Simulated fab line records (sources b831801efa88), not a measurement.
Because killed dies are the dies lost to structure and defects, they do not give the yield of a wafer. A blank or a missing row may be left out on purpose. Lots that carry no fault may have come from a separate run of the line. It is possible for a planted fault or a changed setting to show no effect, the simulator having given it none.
Struck lot and sound lot, side by side    flow sky130    15 steps out of a route of 708
Sound: wafers L127.1, L127.2, L127.3. Struck: wafers L132.2, L132.4, L132.5. The cause comes at the end.
Per side, at each step with rows, come the tool, then ch with its chambers, and then its first start. Under that, the readings that differ: sound wafers    struck wafers    difference of the means    sigmas: that difference in standard deviations of wafers without a fault.
alike: readings whose means differ by less than 2 such deviations, and words and numbers that are the same on both sides. not compared: withheld readings, readings that some wafer has no value for, bounds like >300 that may hide the same value, and numbers for which the record gives no deviation and whose values overlap.
Wherever a step has rows on one side only, a row that says differs or no value, or a row with sigmas, the two part there. Non-overlapping numbers with no deviation appear without sigmas and do not part them. Lack of a reading on every wafer of one side parts them only where that side has two or more wafers.

first, 1 step without rows for these wafers: SKY_VIA1_ETCH_15 (etches SiO2 in C4F8/O2/Ar, stops on TiN, target depth 351 nm, time 54 s).
SKY_VIA1_STRIP_16: strips in O2/N2.
  sound on plasma_asher-02 ch 0,1, day 34 23:44; struck on plasma_asher-02 ch 0,1, day 36 19:49
  alike: drypump_motor_current_A, oes_product_au, strip_time_to_endpoint_s
  not compared: rf_hours_counter_h
then, 3 steps without rows for these wafers: SKY_VIA1_STRIP_17 (strips in post etch residue remover, time 1200 s); SKY_VIA1_CLEAN_18 (cleans in IPA, time 180 s); SKY_VIA1_CLEAN_19 (cleans in O3/DIW).
SKY_VIA1_SPUTTER_20: material TiN, target thk 20 nm, time 80 s.
  sound: pvd_sputter-03 at day 35 00:20; struck: pvd_sputter-04 at day 36 20:27
  alike: chamber_pressure_pa, throttle_valve_pct
SKY_VIA1_CVD_21: deposits W, target thk 270 nm, time 80.902 s.
  sound on cvd_w-02 ch 0,1, day 35 03:11; struck on cvd_w-01 ch 0,1, day 36 20:31
  alike: heater_power_w
SKY_VIA1_RS_MEAS_22: measures by four-point-probe.
  sound: film_metro-03 at day 35 03:17; struck: film_metro-03 at day 36 20:38
  alike: VIA1_W_RS
SKY_VIA1_THK_MEAS_23: measures by xrf.
  sound: film_metro-03 at day 35 03:25; struck: film_metro-03 at day 36 20:44
  alike: VIA1_W_THK
SKY_VIA1_CMP_24: polishes, stops on SiO2, t overpolish 15 s, target thk 0 nm.
  sound on cmp-02 ch 1,2,3, day 35 03:33; struck on cmp-01 ch 1,2, day 36 20:47
reading               sound                 struck                difference  sigmas
overpolish_run_s (s)  14.985 14.987 14.990  15.004 15.016 15.002  +0.020      +2
  alike: motor_current_A, time_to_endpoint_s
then, 2 steps without rows for these wafers: SKY_METAL2_SPUTTER_00 (material Ti, target thk 15 nm, time 10 s); SKY_METAL2_SPUTTER_01 (material TiN, target thk 20 nm, time 16.7 s).
SKY_METAL2_SPUTTER_02: material AlCu, target thk 250 nm, time 13.3 s.
  sound: pvd_sputter-01 at day 35 03:54; struck: pvd_sputter-01 at day 36 21:08
reading                   sound                 struck                difference  sigmas
chamber_pressure_pa (Pa)  0.4003 0.4007 0.4011  0.3746 0.3735 0.3742  -0.0266     -31
  alike: throttle_valve_pct
  not compared: model.AlCu_of_METAL2_SPUTTER_02.thk_nm
SKY_METAL2_SPUTTER_03: material Ti, target thk 5 nm, time 3.3 s.
  sound: pvd_sputter-01 at day 35 03:55; struck: pvd_sputter-01 at day 36 21:10
  alike: chamber_pressure_pa, throttle_valve_pct
-- the record jumps here: 11 days lie between the struck wafers' starts before and after (it left off in module METAL2 and takes up again in module PAD_OPEN, whose first step shown is number 708 of the route) --
SKY_PAD_OPEN_PROBE_99:
  sound: prober-01 at day 46 17:23; struck: prober-02 at day 48 00:25
  alike: defect_limited_yield, killed_at_M0_to_M3, killed_at_M4_up, killed_at_contacts, killed_at_front_end, killed_at_other, killed_dies, killed_open, killed_short, sort_bin_3_pad_short, sort_bin_5_function, sort_bin_6_memory, sort_n_pass, sort_yield_pct

## WHERE THEY PART
Earliest at SKY_VIA1_CMP_24; latest, in this record, at SKY_METAL2_SPUTTER_02. Later steps at which nothing parts them and some readings are alike: SKY_METAL2_SPUTTER_03, SKY_PAD_OPEN_PROBE_99.

WHY: what had been put in by the simulator
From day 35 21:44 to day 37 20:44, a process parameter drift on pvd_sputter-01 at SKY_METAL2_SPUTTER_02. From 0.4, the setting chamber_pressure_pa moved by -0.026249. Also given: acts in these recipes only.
